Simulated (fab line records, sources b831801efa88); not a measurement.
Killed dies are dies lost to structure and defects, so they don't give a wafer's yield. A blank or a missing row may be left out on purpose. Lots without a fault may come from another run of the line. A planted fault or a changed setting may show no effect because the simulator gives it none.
Which tool did it? | flow gf180mcu | 24 lots, 72 wafers sampled, at 6 steps of a route of 602

WHAT THE GAUGES READ, wafer by wafer
GF_POLY_GATE_THK_MEAS_01. Usual: POLY_GATE_CVD_00_THK 199.5 nm, standard deviation 1.8.
lot  | measured     | on            | POLY_GATE_CVD_00_THK (nm) | flag
L074 | day 8 11:50  | film_metro-01 | 199.4 200.6 199.1         |
L075 | day 8 16:58  | film_metro-02 | 197.0 199.8 198.2         |
L076 | day 8 23:04  | film_metro-02 | 198.0 197.7 197.8         |
L077 | day 9 08:41  | film_metro-04 | 201.3 199.1 198.2         |
L078 | day 9 14:27  | film_metro-02 | 199.6 202.3 199.3         |
L079 | day 9 21:29  | film_metro-04 | 201.1 199.4 198.2         |
L080 | day 10 06:23 | film_metro-02 | 199.9 199.2 199.3         |
L081 | day 10 09:40 | film_metro-02 | 197.2 197.2 197.3         |
L082 | day 10 18:23 | film_metro-04 | 200.5 202.3 199.2         |
L083 | day 11 03:34 | film_metro-04 | 204.4 203.9 205.2         |
L084 | day 11 10:11 | film_metro-01 | 196.4 196.0 196.8         |
L085 | day 11 10:13 | film_metro-04 | 199.1 199.5 199.4         |
L086 | day 11 20:52 | film_metro-04 | 198.2 199.1 198.2         |
L087 | day 12 02:22 | film_metro-01 | 197.9 196.7 197.5         |
L088 | day 12 16:42 | film_metro-02 | 199.9 199.1 200.0         |
L089 | day 12 19:26 | film_metro-02 | 199.3 199.0 199.8         |
L090 | day 12 21:59 | film_metro-04 | 201.4 200.4 201.7         |
L091 | day 13 16:52 | film_metro-02 | 200.7 198.3 198.7         |
L092 | day 14 02:13 | film_metro-04 | 199.0 198.3 199.7         |
L093 | day 14 13:38 | film_metro-02 | 200.2 200.3 198.8         |
L094 | day 14 14:58 | film_metro-04 | 200.5 199.1 200.1         |
L095 | day 14 20:08 | film_metro-02 | 200.0 202.7 199.8         |
L096 | day 15 06:24 | film_metro-01 | 200.0 199.6 201.3         |
L097 | day 15 09:22 | film_metro-01 | 198.7 198.4 198.2         |

GF_HV_LDD_CD_MEAS_19: target cd 400 nm. Usual: cd_nm 399.3 nm, standard deviation 2.
lot  | measured     | on        | cd_nm (nm)        | flag
L074 | day 10 20:04 | cd_sem-02 | 397.7 400.3 395.4 |
L075 | day 11 00:08 | cd_sem-02 | 398.6 400.8 403.2 |
L076 | day 11 04:28 | cd_sem-01 | 397.7 399.8 397.6 |
L077 | day 11 15:23 | cd_sem-02 | 399.6 399.5 399.7 |
L078 | day 11 20:32 | cd_sem-01 | 398.6 398.0 398.6 |
L079 | day 12 05:10 | cd_sem-01 | 399.4 397.0 398.9 |
L080 | day 12 17:37 | cd_sem-01 | 399.3 398.0 399.8 |
L081 | day 12 21:28 | cd_sem-02 | 401.2 399.4 401.1 |
L082 | day 13 05:41 | cd_sem-01 | 401.7 399.7 402.2 |
L083 | day 13 15:43 | cd_sem-02 | 400.8 401.8 399.0 |
L084 | day 13 22:16 | cd_sem-01 | 403.1 402.7 402.2 |
L085 | day 13 22:44 | cd_sem-01 | 399.4 401.3 400.1 |
L086 | day 14 12:05 | cd_sem-02 | 400.4 395.6 399.6 |
L087 | day 14 18:13 | cd_sem-01 | 400.2 397.6 397.4 |
L088 | day 15 10:32 | cd_sem-01 | 400.5 399.7 399.8 |
L089 | day 15 14:32 | cd_sem-01 | 398.2 395.8 398.1 |
L090 | day 15 15:16 | cd_sem-02 | 395.2 396.7 396.7 |
L091 | day 16 12:16 | cd_sem-01 | 399.0 399.6 401.1 |
L092 | day 16 21:19 | cd_sem-02 | 399.0 398.4 399.5 |
L093 | day 17 10:31 | cd_sem-01 | 399.1 400.6 400.0 |
L094 | day 17 11:25 | cd_sem-01 | 395.8 397.0 397.2 |
L095 | day 17 16:25 | cd_sem-02 | 399.2 403.8 400.6 |
L096 | day 18 04:49 | cd_sem-01 | 398.7 397.7 397.5 |
L097 | day 18 08:38 | cd_sem-01 | 401.8 403.0 402.4 |

GF_CONTACT_THK_MEAS_01. Usual: CONTACT_CVD_00_THK 300 nm, standard deviation 3.2.
lot  | measured     | on            | CONTACT_CVD_00_THK (nm) | flag
L074 | day 15 05:05 | film_metro-04 | 302 305 303             |
L075 | day 15 09:31 | film_metro-03 | 297 294 297             |
L076 | day 15 15:03 | film_metro-04 | 301 301 298             |
L077 | day 16 04:54 | film_metro-03 | 304 302 306             |
L078 | day 16 10:23 | film_metro-03 | 298 297 294             |
L079 | day 16 20:12 | film_metro-03 | 302 300 304             |
L080 | day 17 10:27 | film_metro-04 | 300 300 300             |
L081 | day 17 15:08 | film_metro-04 | 297 301 298             |
L082 | day 17 22:39 | film_metro-04 | 300 299 300             |
L083 | day 18 12:29 | film_metro-01 | 300 297 295             |
L084 | day 18 19:24 | film_metro-03 | 302 300 298             |
L085 | day 18 20:05 | film_metro-04 | 299 300 305             |
L086 | day 19 11:39 | film_metro-01 | 300 303 302             |
L087 | day 19 19:32 | film_metro-04 | 302 296 296             |
L088 | day 20 14:13 | film_metro-01 | 299 299 296             |
L089 | day 20 17:42 | film_metro-03 | 299 306 308             |
L090 | day 20 20:33 | film_metro-03 | 301 299 298             |
L091 | day 21 16:38 | film_metro-01 | 299 296 298             |
L092 | day 22 00:38 | film_metro-03 | 297 302 296             |
L093 | day 22 15:19 | film_metro-03 | 304 305 303             |
L094 | day 22 16:11 | film_metro-04 | 296 301 297             |
L095 | day 22 21:23 | film_metro-03 | 300 304 303             |
L096 | day 23 09:09 | film_metro-03 | 304 302 300             |
L097 | day 23 12:38 | film_metro-04 | 306 304 306             |

GF_V3_BOW_MEAS_05. Usual: V3_BOW 114 um, standard deviation 9.3.
lot  | measured     | on            | V3_BOW (um) | flag
L074 | day 21 09:08 | film_metro-03 | 106 113 113 |
L075 | day 21 16:04 | film_metro-04 | 116 114 126 |
L076 | day 21 22:56 | film_metro-04 | 116 107 103 |
L077 | day 22 14:10 | film_metro-04 | 103 112 115 |
L078 | day 22 17:53 | film_metro-02 | 108 120 115 |
L079 | day 23 07:37 | film_metro-04 | 119 104 110 |
L080 | day 23 18:45 | film_metro-02 | 123 117 110 |
L081 | day 23 22:35 | film_metro-03 | 100 107 104 |
L082 | day 24 07:34 | film_metro-03 | 110 110 107 |
L083 | day 24 19:14 | film_metro-04 | 113 119 118 |
L084 | day 25 00:22 | film_metro-04 | 116 119 118 |
L085 | day 25 02:08 | film_metro-04 | 111 120 119 |
L086 | day 25 16:35 | film_metro-04 | 117 118 119 |
L087 | day 25 23:47 | film_metro-03 | 130 131 113 |
L088 | day 26 16:15 | film_metro-04 | 128 116 115 |
L089 | day 26 17:44 | film_metro-03 | 107 110 121 |
L090 | day 26 18:41 | film_metro-03 | 139 127 126 |
L091 | day 27 14:05 | film_metro-02 | 100 103 94  |
L092 | day 27 20:40 | film_metro-02 | 130 108 129 |
L093 | day 28 08:57 | film_metro-02 | 104 114 103 |
L094 | day 28 09:55 | film_metro-04 | 126 134 143 |
L095 | day 28 14:32 | film_metro-02 | 104 107 119 |
L096 | day 29 00:38 | film_metro-04 | 112 116 109 |
L097 | day 29 02:39 | film_metro-04 | 99 100 117  |

WHICH TOOL RAN EACH LOT (tool, then ch and the chambers of the sampled wafers, then the start)
lot  | GF_M2_SPUTTER_00             | GF_V2_CVD_23
L074 | pvd_sputter-03, day 18 04:53 | cvd_w-02 ch 0,1, day 20 06:59
L075 | pvd_sputter-02, day 18 11:05 | cvd_w-01 ch 0,1, day 20 13:43
L076 | pvd_sputter-02, day 18 17:11 | cvd_w-01 ch 0,1, day 20 20:41
L077 | pvd_sputter-03, day 19 08:58 | cvd_w-02 ch 0,1, day 21 12:31
L078 | pvd_sputter-04, day 19 12:47 | cvd_w-02 ch 0,1, day 21 16:13
L079 | pvd_sputter-04, day 20 03:59 | cvd_w-01 ch 0,1, day 22 06:28
L080 | pvd_sputter-02, day 20 15:40 | cvd_w-02 ch 0,1, day 22 17:47
L081 | pvd_sputter-02, day 20 20:28 | cvd_w-02 ch 0,1, day 22 21:50
L082 | pvd_sputter-04, day 21 06:35 | cvd_w-02 ch 0,1, day 23 07:07
L083 | pvd_sputter-03, day 21 18:37 | cvd_w-02 ch 0,1, day 23 18:56
L084 | pvd_sputter-02, day 22 00:16 | cvd_w-01 ch 0,1, day 24 00:14
L085 | pvd_sputter-03, day 22 01:53 | cvd_w-01 ch 0,1, day 24 01:44
L086 | pvd_sputter-03, day 22 16:44 | cvd_w-01 ch 0, day 24 16:22
L087 | pvd_sputter-02, day 23 00:58 | cvd_w-01 ch 0, day 25 00:07
L088 | pvd_sputter-02, day 23 18:08 | cvd_w-02 ch 0,1, day 25 16:41
L089 | pvd_sputter-04, day 23 20:58 | cvd_w-01 ch 0,1, day 25 18:59
L090 | pvd_sputter-03, day 23 21:55 | cvd_w-02 ch 0,1, day 25 20:32
L091 | pvd_sputter-04, day 24 18:05 | cvd_w-02 ch 0,1, day 26 15:05
L092 | pvd_sputter-03, day 25 01:13 | cvd_w-02 ch 0,1, day 26 21:58
L093 | pvd_sputter-04, day 25 15:22 | cvd_w-02 ch 0,1, day 27 11:50
L094 | pvd_sputter-03, day 25 16:05 | cvd_w-02 ch 0,1, day 27 12:38
L095 | pvd_sputter-03, day 25 21:25 | cvd_w-01 ch 0,1, day 27 16:44
L096 | pvd_sputter-02, day 26 07:56 | cvd_w-02 ch 0,1, day 28 03:31
L097 | pvd_sputter-02, day 26 11:01 | cvd_w-02 ch 0,1, day 28 05:07
- GF_M2_SPUTTER_00: material Ti, target thk 37.5 nm, time 144.8 s.
- GF_V2_CVD_23: deposits W, target thk 350 nm, time 104.94 s.

WHAT THE TOOLS THEMSELVES READ (means of the sampled wafers that have a number; where no wafer has one, the mark that the record gives instead)
GF_M2_SPUTTER_00. Usual: throttle_valve_pct 30.1 %, standard deviation 1.2.
lot  | tool           | throttle_valve_pct (%) | flag
L074 | pvd_sputter-03 | 29.1                   |
L075 | pvd_sputter-02 | 30.4                   |
L076 | pvd_sputter-02 | 30.5                   |
L077 | pvd_sputter-03 | 28.7                   |
L078 | pvd_sputter-04 | 30.3                   |
L079 | pvd_sputter-04 | 29.8                   |
L080 | pvd_sputter-02 | 30.5                   |
L081 | pvd_sputter-02 | 30.1                   |
L082 | pvd_sputter-04 | 29.7                   |
L083 | pvd_sputter-03 | 30.0                   |
L084 | pvd_sputter-02 | 30.7                   |
L085 | pvd_sputter-03 | 30.1                   |
L086 | pvd_sputter-03 | 29.1                   |
L087 | pvd_sputter-02 | 30.6                   |
L088 | pvd_sputter-02 | 30.6                   |
L089 | pvd_sputter-04 | 29.8                   |
L090 | pvd_sputter-03 | 28.8                   |
L091 | pvd_sputter-04 | 30.1                   |
L092 | pvd_sputter-03 | 29.8                   |
L093 | pvd_sputter-04 | 29.8                   |
L094 | pvd_sputter-03 | 28.7                   |
L095 | pvd_sputter-03 | 29.0                   |
L096 | pvd_sputter-02 | 30.4                   |
L097 | pvd_sputter-02 | 30.8                   |

GF_V2_CVD_23. Usual: heater_power_outer_w 522 W, standard deviation 64; heater_power_w 893 W, standard deviation 86.
lot  | tool     | heater_power_outer_w (W) | heater_power_w (W) | flag
L074 | cvd_w-02 | 480                      | 850                |
L075 | cvd_w-01 | 617                      | 985                |
L076 | cvd_w-01 | 565                      | 941                |
L077 | cvd_w-02 | 487                      | 845                |
L078 | cvd_w-02 | 477                      | 850                |
L079 | cvd_w-01 | 613                      | 996                |
L080 | cvd_w-02 | 479                      | 833                |
L081 | cvd_w-02 | 476                      | 833                |
L082 | cvd_w-02 | 482                      | 853                |
L083 | cvd_w-02 | 494                      | 847                |
L084 | cvd_w-01 | 566                      | 957                |
L085 | cvd_w-01 | 607                      | 1015               |
L086 | cvd_w-01 | 643                      | 1069               |
L087 | cvd_w-01 | 651                      | 1076               |
L088 | cvd_w-02 | 484                      | 838                |
L089 | cvd_w-01 | 616                      | 1006               |
L090 | cvd_w-02 | 481                      | 844                |
L091 | cvd_w-02 | 475                      | 841                |
L092 | cvd_w-02 | 487                      | 861                |
L093 | cvd_w-02 | 479                      | 854                |
L094 | cvd_w-02 | 481                      | 846                |
L095 | cvd_w-01 | 576                      | 948                |
L096 | cvd_w-02 | 484                      | 848                |
L097 | cvd_w-02 | 478                      | 838                |

THE ANSWER, worked out from the rows above alone
Rule: a lot is off if the mean of its wafers that have a number lies more than 3 standard deviations from the usual mean. A lot without any number at a reading at which 4 lots or more have one is off too. The other lots that the step has rows for count as sound. The gauges are gone through in route order, then the tools' own readings, and for those a lot's mean is taken as printed above. The first step at which some lot is off is used, and at that step the reading that is off furthest; a lot without a number counts as furthest.
No lot is off at any reading shown: from this, nothing can be told.

WHAT THE SIMULATOR HAD PUT IN
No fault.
